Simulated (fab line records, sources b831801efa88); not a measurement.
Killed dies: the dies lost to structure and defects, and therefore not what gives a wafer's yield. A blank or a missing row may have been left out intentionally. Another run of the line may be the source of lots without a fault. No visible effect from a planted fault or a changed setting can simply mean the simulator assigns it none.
fab line records	flow sky130
[record] lots = 6	wafers = 18	last_day = 49
route steps=708 shown VT_ADJUST_NCORE@129 VT_ADJUST_HVTR@131 PAD_OPEN@708
lots untouched by any fault: they come from a run of this same line in which no faults occurred
start_h: hours from the record's opening day to when the first of the lot's shown wafers began	wait_h: how many hours have passed since the lot's step before this one	" repeats the value in the row above	L1.1+2: several wafers, shown together as one row	- no value, or no start given	* or withheld: withheld	< > ~ a bound
route shown NAME@n: names a module that has steps shown in the file, with the first one's number in the route	usual: mean/standard deviation of fault-free wafers	same: alike in all rows	chamber/n: place in a boat	sites: each site's reading	_std_site: standard deviation of those values	_edge_site: the outer-site mean with the inner-site mean subtracted	radius_mm: for every site, how far away it sits from the centre of the wafer	mask NAME#n: copy n	behind: the most recent tool/chamber to have shaped the wafer	hold: what put the lot on hold/how long, in hours/how the hold closed	device: names the non-switching transistor (n, p or np)	end of line: tests of these same wafers at the route's end	for a step that has no rows: nothing shown but its recipe	killed: the dies lost at the first sort to structure and to defects; this is not the yield of the wafer	map: a wafer's dies, x killed, . not, _ none there
set.NAME: the setting that was run; set.NAME@STEP: the one run at that earlier step	model.NAME: the simulator's own value behind a step, which no gauge read
lots seen at some steps along the route; tables by step, rows by wafer
services: the hour from which a tool's chamber was out of use, counted from the record's first day as start_h (under 0 if before that day), plus the number of hours and why
[[steps]]
[step SKY_VT_ADJUST_NCORE_STRIP_10]
[recipe] chemistry = O2/N2	power_w = 1400	pressure_mtorr = 1500	platen_temp_c = withheld	o2_flow_sccm = 3000	n2_flow_sccm = 300	overash_fraction = 0.5
[usual] drypump_motor_current_A = 5.7/0.49	n2_flow_sccm = 300.2/0.96	oes_product_au = 0.715/0.0047	strip_time_to_endpoint_s = 14.17/0.044
lot.wafer	tool	chamber	start_h	wait_h	drypump_motor_current_A	n2_flow_sccm	oes_product_au	rf_hours_counter_h	strip_time_to_endpoint_s
L895.1	plasma_asher-01	0	190.04	0.1	6.3	300.4	0.712	51	14.16
L895.2	"	1	"	"	5.6	299.7	0.718	51	14.21
L895.3	"	0	"	"	6.3	300.6	0.712	-	14.14
L904.2	plasma_asher-03	0	253.59	0.1	5.5	300.3	0.713	54	14.13
L904.4	"	0	"	"	5.4	300.4	0.707	-	14.18
L904.6	"	0	"	"	5.4	302.3	0.716	-	14.17
L905.3	plasma_asher-04	0	264.06	0.1	5.1	299.6	0.717	-	14.21
L905.5	"	1	"	"	5.6	300.5	0.714	-	14.22
L905.6	"	0	"	"	5.1	300.6	0.718	-	14.24
L907.1	plasma_asher-01	0	274.17	0.1	6.2	300.2	0.720	59	14.13
L907.3	"	1	"	"	5.6	300.2	0.710	-	14.14
L907.5	"	1	"	"	5.6	300.5	0.719	-	14.17
L908.1	plasma_asher-01	1	276.69	0.1	5.6	301.2	0.718	59	14.10
L908.4	"	1	"	"	5.6	300.1	0.703	-	14.13
L908.5	"	0	"	"	6.3	300.8	0.714	-	14.08
L912.1	plasma_asher-04	1	311.69	0.1	5.6	300.5	0.719	19	14.18
L912.3	"	0	"	"	5.1	300.7	0.715	-	14.15
L912.6	"	0	"	"	5.1	299.6	0.713	-	14.18
[step SKY_VT_ADJUST_NCORE_TW_MEAS_11]
[usual] VT_ADJUST_NCORE_TW = 220.1/2.6
lot.wafer	tool	chamber	start_h	wait_h	VT_ADJUST_NCORE_TW
L895.1	film_metro-04	-	190.14	0.1	220.6
L895.2	"	-	"	"	220.1
L895.3	"	-	"	"	218.8
L904.2	film_metro-03	-	253.70	0.1	224.5
L904.4	"	-	"	"	223.4
L904.6	"	-	"	"	225.2
L905.3	film_metro-04	-	264.14	0.1	219.3
L905.5	"	-	"	"	218.7
L905.6	"	-	"	"	218.1
L907.1	film_metro-02	-	274.27	0.1	216.8
L907.3	"	-	"	"	217.1
L907.5	"	-	"	"	216.8
L908.1	film_metro-02	-	276.79	0.1	217.4
L908.4	"	-	"	"	217.0
L908.5	"	-	"	"	216.9
L912.1	film_metro-02	-	311.79	0.1	219.3
L912.3	"	-	"	"	218.0
L912.6	"	-	"	"	218.8
[step SKY_VT_ADJUST_HVTR_DEHYDRATE_00]
[recipe] temp_c = 200	time_s = 60
[step SKY_VT_ADJUST_HVTR_HMDS_01]
[recipe] prime_time_s = 60	prime_temp_c = 120
[step SKY_VT_ADJUST_HVTR_COAT_02]
[recipe] resist = NOVOLAK	spin_rpm = 3000	resist_thk_nm = 1140
[step SKY_VT_ADJUST_HVTR_SOFTBAKE_03]
[recipe] temp_c = 90	time_s = 60.99	resist = NOVOLAK
[usual] plate_sensor_t_centre_C = 90.759/0.0099	plate_sensor_t_edge_C = 90.828/0.011
lot.wafer	tool	chamber	start_h	wait_h	plate_sensor_t_centre_C	plate_sensor_t_edge_C
L895.1	litho_track-03	0	200.58	0.1	90.754	90.839
L895.2	"	0	"	"	90.758	90.841
L895.3	"	0	"	"	90.756	90.835
L904.2	litho_track-02	0	265.44	0.1	90.762	90.826
L904.4	"	0	"	"	90.751	90.816
L904.6	"	0	"	"	90.757	90.836
L905.3	litho_track-01	0	276.53	0.1	90.771	90.829
L905.5	"	0	"	"	90.766	90.821
L905.6	"	0	"	"	90.762	90.836
L907.1	litho_track-02	0	286.51	0.1	90.769	90.824
L907.3	"	0	"	"	90.753	90.825
L907.5	"	0	"	"	90.764	90.831
L908.1	litho_track-01	0	288.83	0.1	90.740	90.837
L908.4	"	0	"	"	90.769	90.823
L908.5	"	0	"	"	90.753	90.816
L912.1	litho_track-03	0	324.73	0.1	90.776	90.811
L912.3	"	0	"	"	90.762	90.836
L912.6	"	0	"	"	90.760	90.830
[step SKY_VT_ADJUST_HVTR_EXPOSE_04]
[recipe] mask_id = HVTRM	target_cd_nm = 380	na = 0.6	source_shape = conventional	sigma_outer = 0.6	dose_mj = 150
[step SKY_VT_ADJUST_HVTR_PEB_05]
[recipe] temp_c = withheld	time_s = *	resist = NOVOLAK
[step SKY_VT_ADJUST_HVTR_DEVELOP_06]
[recipe] develop_time_s = 60	dev_temp_c = 23
[step SKY_VT_ADJUST_HVTR_CD_MEAS_07]
[recipe] target_cd_nm = 380
[usual] cd_nm = 380.5/2.6
lot.wafer	tool	chamber	start_h	wait_h	cd_nm
L895.1	cd_sem-01	-	212.03	0.1	380.6
L895.2	"	-	"	"	381.2
L895.3	"	-	"	"	382.2
L904.2	cd_sem-02	-	277.93	0.1	382.3
L904.4	"	-	"	"	380.7
L904.6	"	-	"	"	380.2
L905.3	cd_sem-01	-	288.77	0.1	378.7
L905.5	"	-	"	"	378.7
L905.6	"	-	"	"	378.9
L907.1	cd_sem-02	-	299.08	0.1	384.1
L907.3	"	-	"	"	383.5
L907.5	"	-	"	"	381.7
L908.1	cd_sem-01	-	301.21	0.1	382.1
L908.4	"	-	"	"	379.2
L908.5	"	-	"	"	383.1
L912.1	cd_sem-02	-	338.66	0.1	382.1
L912.3	"	-	"	"	379.8
L912.6	"	-	"	"	379.8
[step SKY_VT_ADJUST_HVTR_OVL_MEAS_08]
[usual] VT_ADJUST_HVTR_OVL = 0.0/1.3
lot.wafer	tool	chamber	start_h	wait_h	VT_ADJUST_HVTR_OVL[nm]
L895.1	overlay-01	-	212.15	0.1	-0.5
L895.2	"	-	"	"	-1.8
L895.3	"	-	"	"	-1.2
L904.2	overlay-01	-	278.04	0.1	-0.7
L904.4	"	-	"	"	-0.6
L904.6	"	-	"	"	0.4
L905.3	overlay-02	-	288.87	0.1	-0.6
L905.5	"	-	"	"	1.5
L905.6	"	-	"	"	1.6
L907.1	overlay-02	-	299.20	0.1	1.8
L907.3	"	-	"	"	1.7
L907.5	"	-	"	"	2.7
L908.1	overlay-02	-	301.33	0.1	-0.4
L908.4	"	-	"	"	-0.7
L908.5	"	-	"	"	-0.6
L912.1	overlay-01	-	338.78	0.1	-0.3
L912.3	"	-	"	"	1.4
L912.6	"	-	"	"	-2.1
[step SKY_VT_ADJUST_HVTR_IMPLANT_09]
[recipe] species = B	energy_kev = 10	dose_cm2 = 2.1e+12	tilt_deg = withheld
[step SKY_VT_ADJUST_HVTR_STRIP_10]
[recipe] chemistry = O2/N2	power_w = 1400	pressure_mtorr = 1500	platen_temp_c = withheld	o2_flow_sccm = 3000	n2_flow_sccm = 300	overash_fraction = 0.5
[usual] drypump_motor_current_A = 6.0/0.35	n2_flow_sccm = 300.0/0.81	oes_product_au = 0.716/0.0042	strip_time_to_endpoint_s = 14.16/0.05
lot.wafer	tool	chamber	start_h	wait_h	drypump_motor_current_A	n2_flow_sccm	oes_product_au	rf_hours_counter_h	strip_time_to_endpoint_s
L895.1	plasma_asher-03	1	212.34	0.1	6.4	298.5	0.716	50	14.16
L895.2	"	0	"	"	5.4	299.8	0.719	50	14.13
L895.3	"	0	"	"	5.4	300.3	0.718	-	14.10
L904.2	plasma_asher-03	1	278.22	0.1	6.4	299.3	0.645	56	16.29
L904.4	"	0	"	"	5.4	300.5	0.658	-	16.34
L904.6	"	1	"	"	6.4	298.9	0.647	-	16.31
L905.3	plasma_asher-03	0	289.07	0.1	5.4	300.7	0.648	-	16.45
L905.5	"	0	"	"	5.4	300.1	0.646	-	16.37
L905.6	"	1	"	"	6.5	300.5	0.647	-	16.48
L907.1	plasma_asher-02	0	299.39	0.1	6.1	300.1	0.715	47	14.13
L907.3	"	1	"	"	6.2	300.2	0.714	-	14.16
L907.5	"	0	"	"	6.1	299.7	0.721	-	14.21
L908.1	plasma_asher-02	0	301.52	0.1	6.1	302.9	0.718	47	14.14
L908.4	"	1	"	"	6.2	299.3	0.713	-	14.15
L908.5	"	1	"	"	6.3	299.5	0.721	-	14.13
L912.1	plasma_asher-01	0	338.97	0.1	6.3	299.5	0.717	65	14.19
L912.3	"	0	"	"	6.3	301.7	0.717	-	14.19
L912.6	"	1	"	"	5.7	300.2	0.711	-	14.20
[step SKY_VT_ADJUST_HVTR_TW_MEAS_11]
[usual] VT_ADJUST_HVTR_TW = 212.8/1.9
lot.wafer	tool	chamber	start_h	wait_h	VT_ADJUST_HVTR_TW
L895.1	film_metro-03	-	212.44	0.1	215.8
L895.2	"	-	"	"	213.9
L895.3	"	-	"	"	215.0
L904.2	film_metro-01	-	278.37	0.1	213.0
L904.4	"	-	"	"	213.5
L904.6	"	-	"	"	212.7
L905.3	film_metro-01	-	289.16	0.1	213.7
L905.5	"	-	"	"	213.6
L905.6	"	-	"	"	212.7
L907.1	film_metro-04	-	299.49	0.1	211.5
L907.3	"	-	"	"	211.3
L907.5	"	-	"	"	210.6
L908.1	film_metro-01	-	301.62	0.1	212.7
L908.4	"	-	"	"	210.8
L908.5	"	-	"	"	212.2
L912.1	film_metro-04	-	339.07	0.1	213.0
L912.3	"	-	"	"	211.5
L912.6	"	-	"	"	211.1
[step SKY_PAD_OPEN_PROBE_99]
[usual] killed_at_M0_to_M3 = 45/6.9	killed_at_M4_up = 3.2/1.8	killed_at_contacts = 25/5.3	killed_at_front_end = 16/4.3	killed_at_other = 0.2/0.52	killed_dies = 88/8.7	killed_open = 48/6.5	killed_short = 40/6
[same] gross_dies = 492	killed_at_back_side = 0
lot.wafer	tool	chamber	start_h	wait_h	killed_at_M0_to_M3	killed_at_M4_up	killed_at_contacts	killed_at_front_end	killed_at_other	killed_dies	killed_open	killed_short
L895.1	prober-02	-	1083.28	0.1	41	4	23	12	0	80	45	35
L895.2	prober-02	-	1083.33	0.1	52	1	25	9	1	88	49	38
L895.3	prober-02	-	1083.38	0.2	31	3	26	18	0	78	43	34
L904.2	prober-01	-	1136.68	0.1	40	6	30	18	0	94	58	36
L904.4	prober-01	-	1136.78	0.2	54	3	18	17	0	92	55	36
L904.6	prober-01	-	1136.88	0.2	45	3	17	19	1	85	50	35
L905.3	prober-01	-	1151.84	0.2	52	3	20	19	0	94	56	37
L905.5	prober-01	-	1151.94	0.2	36	0	20	19	0	75	43	31
L905.6	prober-01	-	1151.99	0.2	39	4	20	17	0	80	45	34
L907.1	prober-02	-	1158.10	0.1	41	2	40	12	0	95	60	35
L907.3	prober-02	-	1158.20	0.2	36	2	20	15	0	73	36	37
L907.5	prober-02	-	1158.30	0.2	27	7	25	28	0	87	47	40
L908.1	prober-01	-	1158.38	0.1	48	2	18	19	1	88	49	38
L908.4	prober-01	-	1158.53	0.2	52	2	19	20	1	94	55	36
L908.5	prober-01	-	1158.58	0.2	36	3	20	18	0	77	46	31
L912.1	prober-01	-	1181.34	0.1	44	8	25	15	0	92	50	41
L912.3	prober-01	-	1181.44	0.2	49	1	27	15	0	92	46	46
L912.6	prober-01	-	1181.59	0.2	66	4	16	9	0	95	47	48
// killed by level:class
L895.1 CONTACT:geometric_particle:short=9 VIA1:geometric_particle:open=8 VIA3:geometric_particle:open=8 LI_CONTACT:geometric_particle:open=6 CONTACT:geometric_particle:open=6 VIA2:geometric_particle:open=5 POLY_GATE:geometric_particle:open=4 METAL1:geometric_particle:short=4
L895.2 VIA2:geometric_particle:open=13 VIA1:geometric_particle:open=12 LI_CONTACT:geometric_particle:open=7 CONTACT:geometric_particle:open=7 LOCAL_INTERCONNECT:geometric_particle:short=5 METAL3:geometric_particle:short=5 VIA3:geometric_particle:short=5 METAL1:geometric_particle:short=4
L895.3 CONTACT:geometric_particle:open=8 LI_CONTACT:geometric_particle:open=7 VIA1:geometric_particle:open=6 FIELD_ISO:geometric_particle:open=5 FIELD_ISO:geometric_particle:short=5 VIA2:geometric_particle:open=4 METAL1:geometric_particle:short=4 LI_CONTACT:geometric_particle:short=4
L904.2 VIA1:geometric_particle:open=12 CONTACT:geometric_particle:open=11 LI_CONTACT:geometric_particle:open=8 FIELD_ISO:geometric_particle:open=5 VIA1:geometric_particle:short=5 FIELD_ISO:geometric_particle:short=4 POLY_GATE:geometric_particle:open=4 VIA3:geometric_particle:open=4
L904.4 VIA1:geometric_particle:open=14 VIA3:geometric_particle:open=10 CONTACT:geometric_particle:open=9 VIA2:geometric_particle:open=7 VIA1:geometric_particle:short=6 FIELD_ISO:geometric_particle:short=5 FIELD_ISO:geometric_particle:open=4 POLY_GATE:geometric_particle:short=4
L904.6 VIA1:geometric_particle:open=12 FIELD_ISO:geometric_particle:open=6 VIA2:geometric_particle:open=6 CONTACT:geometric_particle:open=6 METAL1:geometric_particle:short=6 METAL2:geometric_particle:short=6 VIA3:geometric_particle:open=6 LI_CONTACT:geometric_particle:open=4
L905.3 VIA1:geometric_particle:open=11 VIA3:geometric_particle:open=10 VIA3:geometric_particle:short=8 CONTACT:geometric_particle:open=7 LI_CONTACT:geometric_particle:open=7 VIA2:geometric_particle:open=7 FIELD_ISO:geometric_particle:open=6 POLY_GATE:geometric_particle:short=6
L905.5 CONTACT:geometric_particle:open=8 VIA3:geometric_particle:short=7 CONTACT:geometric_particle:short=6 VIA1:geometric_particle:open=6 VIA2:geometric_particle:open=6 POLY_GATE:geometric_particle:open=5 SPACER:geometric_particle:open=5 VIA3:geometric_particle:open=5
L905.6 VIA3:geometric_particle:open=11 VIA1:geometric_particle:open=11 CONTACT:geometric_particle:open=7 VIA2:geometric_particle:open=6 POLY_GATE:geometric_particle:open=4 SPACER:geometric_particle:short=4 METAL2:geometric_particle:short=4 FIELD_ISO:geometric_particle:short=3
L907.1 CONTACT:geometric_particle:open=15 VIA1:geometric_particle:open=11 CONTACT:geometric_particle:short=8 VIA2:geometric_particle:open=8 VIA3:geometric_particle:short=7 LOCAL_INTERCONNECT:geometric_particle:short=6 LI_CONTACT:geometric_particle:open=5 VIA3:geometric_particle:open=5
L907.3 METAL1:geometric_particle:short=8 LI_CONTACT:geometric_particle:open=7 VIA3:geometric_particle:open=7 POLY_GATE:geometric_particle:short=6 LOCAL_INTERCONNECT:geometric_particle:short=5 VIA2:geometric_particle:open=5 CONTACT:geometric_particle:open=4 VIA1:geometric_particle:short=4
L907.5 FIELD_ISO:geometric_particle:short=8 CONTACT:geometric_particle:open=8 POLY_GATE:geometric_particle:open=8 VIA1:geometric_particle:open=7 POLY_GATE:geometric_particle:short=6 LI_CONTACT:geometric_particle:open=6 METAL4:geometric_particle:short=5 FIELD_ISO:geometric_particle:open=4
L908.1 VIA1:geometric_particle:open=11 VIA2:geometric_particle:open=10 LI_CONTACT:geometric_particle:open=8 POLY_GATE:geometric_particle:short=6 VIA3:geometric_particle:open=6 METAL2:geometric_particle:short=5 CONTACT:geometric_particle:open=5 POLY_GATE:geometric_particle:open=4
L908.4 VIA1:geometric_particle:open=14 CONTACT:geometric_particle:open=11 VIA1:geometric_particle:short=9 POLY_GATE:geometric_particle:open=6 VIA3:geometric_particle:open=6 VIA2:geometric_particle:open=5 METAL1:geometric_particle:open=4 FIELD_ISO:geometric_particle:open=3
L908.5 VIA2:geometric_particle:open=7 FIELD_ISO:geometric_particle:open=6 CONTACT:geometric_particle:open=6 VIA1:geometric_particle:open=6 METAL2:geometric_particle:short=5 METAL2:geometric_particle:open=5 LI_CONTACT:geometric_particle:open=4 CONTACT:geometric_particle:short=4
L912.1 CONTACT:geometric_particle:open=12 VIA3:geometric_particle:open=7 VIA1:geometric_particle:open=7 VIA3:geometric_particle:short=7 LI_CONTACT:geometric_particle:open=6 METAL2:geometric_particle:short=6 POLY_GATE:geometric_particle:open=5 METAL4:geometric_particle:short=5
L912.3 METAL1:geometric_particle:short=9 VIA1:geometric_particle:open=8 LI_CONTACT:geometric_particle:open=7 LOCAL_INTERCONNECT:geometric_particle:short=6 CONTACT:geometric_particle:open=6 VIA2:geometric_particle:open=6 FIELD_ISO:geometric_particle:short=5 VIA1:geometric_particle:short=5
L912.6 VIA3:geometric_particle:open=13 VIA1:geometric_particle:open=9 METAL2:geometric_particle:short=7 METAL1:geometric_particle:short=7 CONTACT:geometric_particle:open=6 VIA2:geometric_particle:short=6 VIA1:geometric_particle:short=6 VIA3:geometric_particle:short=6
[[services]]
tool	chamber	start_h	hours	kind
plasma_asher-01	-	172.80	12.2	repair
plasma_asher-02	-	241.67	2.8	pm
plasma_asher-04	-	259.26	4.3	repair
litho_track-03	-	268.64	-	consumable_replace:filter
plasma_asher-02	-	276.93	1.6	repair
plasma_asher-02	-	283.88	7.5	repair
plasma_asher-03	-	312.53	0.6	repair
[[key]]
[first_sign] step = SKY_VT_ADJUST_HVTR_STRIP_10	reading = strip_time_to_endpoint_s	direction = up	sigmas = 44	usual = *	struck = *
[effect] step = SKY_VT_ADJUST_HVTR_STRIP_10	reading = oes_product_au	direction = down	sigmas = 16	usual = 0.716	struck = 0.648
met_at SKY_VT_ADJUST_HVTR_STRIP_10
struck_wafers L904.2,L904.4,L904.6,L905.3,L905.5,L905.6
tester_left_out L904,L905
onset_between 212.34 278.22
[fault] kind = process_parameter_drift	tool = plasma_asher-03	chamber = -	onset_h = 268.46	steps = SKY_VT_ADJUST_HVTR_STRIP_10	channel = power_w	offset = *	shape = step	end_h = 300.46	acts_in = *	stated = *
// tester_left_out: of these lots the tester's yield and bins aren't shown, on N5 and GAA mostly nor the transistor test; their killed dies are dies lost to structure and defects alone, not to doping, threshold or leakage, so they don't give the yield
